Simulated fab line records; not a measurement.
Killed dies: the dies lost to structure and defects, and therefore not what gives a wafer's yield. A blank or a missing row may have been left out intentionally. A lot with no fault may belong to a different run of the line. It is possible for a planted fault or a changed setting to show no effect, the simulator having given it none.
The tool behind it: which one? ; flow sky130 ; Sampling: 13 lots, 39 wafers, 2 of 708 route steps

== WHAT THE GAUGES SHOWED, per wafer ==
SKY_VIA4_THK_MEAS_01. Usual: VIA4_HDPCVD_THK 1747 nm, standard deviation 21.
lot;measured;on;VIA4_HDPCVD_THK (nm);flag
L429;day 42 05:05;film metro-03;1699 1724 1745;
L430;day 42 07:17;film metro-01;1748 1772 1737;
L431;day 42 13:59;film metro-03;1743 1746 1773;
L432;day 42 21:01;film metro-01;1749 1752 1750;
L434;day 43 02:59;film metro-02;1753 1738 1731;
L435;day 44 00:45;film metro-01;1771 1781 1778;
L437;day 44 02:49;film metro-03;1740 1736 1749;
L436;day 44 03:22;film metro-02;1774 1795 1784;
L438;day 44 15:01;film metro-01;1749 1784 1734;
L440;day 44 21:17;film metro-02;1731 1693 1710;
L439;day 44 22:55;film metro-01;1749 1732 1742;
L442;day 45 17:02;film metro-01;1701 1733 1764;
L444;day 45 23:14;film metro-02;1733 1715 1754;

== WHICH TOOL RAN EACH LOT (tool, then ch and the chambers of the sampled wafers, then the start) ==
lot;SKY_VIA3_CLEAN_19
L429;wet bench-03 ch 1, day 40 02:26
L430;wet bench-01 ch 3, day 40 04:07
L431;wet bench-03 ch 2, day 40 11:50
L432;wet bench-01 ch 1, day 40 17:31
L434;wet bench-01 ch 0, day 41 01:17
L435;wet bench-02 ch 1, day 41 23:21
L437;wet bench-02 ch 3, day 42 00:53
L436;wet bench-01 ch 0, day 42 01:12
L438;wet bench-03 ch 2, day 42 13:56
L440;wet bench-01 ch 2, day 42 21:33
L439;wet bench-01 ch 3, day 42 23:18
L442;wet bench-01 ch 0, day 43 17:45
L444;wet bench-01 ch 0, day 44 00:19
- SKY_VIA3_CLEAN_19: cleans in O3/DIW.

== AS READ BY THE TOOLS THEMSELVES (means over the sampled wafers that have a number; for cases with no such wafer, the mark the record gives instead) ==
The record holds no such reading with a usual standard deviation.

== THE ANSWER, worked out from the rows above alone ==
Rule: a lot counts as off when the mean over its wafers that have a number is more than 3 standard deviations away from the usual mean. A lot without any number at a reading at which 4 lots or more have one is off too. Any other lot the step has rows for is counted as sound. Order of review: gauges by route order, followed by the tools' own readings, for which a lot's mean as printed above is used. The first step at which some lot is off is used, and at that step the reading that is off furthest; a lot without a number counts as furthest.
No lot is off on any of the readings shown, so nothing can be concluded from this.

== WHAT WAS PUT IN BY THE SIMULATOR ==
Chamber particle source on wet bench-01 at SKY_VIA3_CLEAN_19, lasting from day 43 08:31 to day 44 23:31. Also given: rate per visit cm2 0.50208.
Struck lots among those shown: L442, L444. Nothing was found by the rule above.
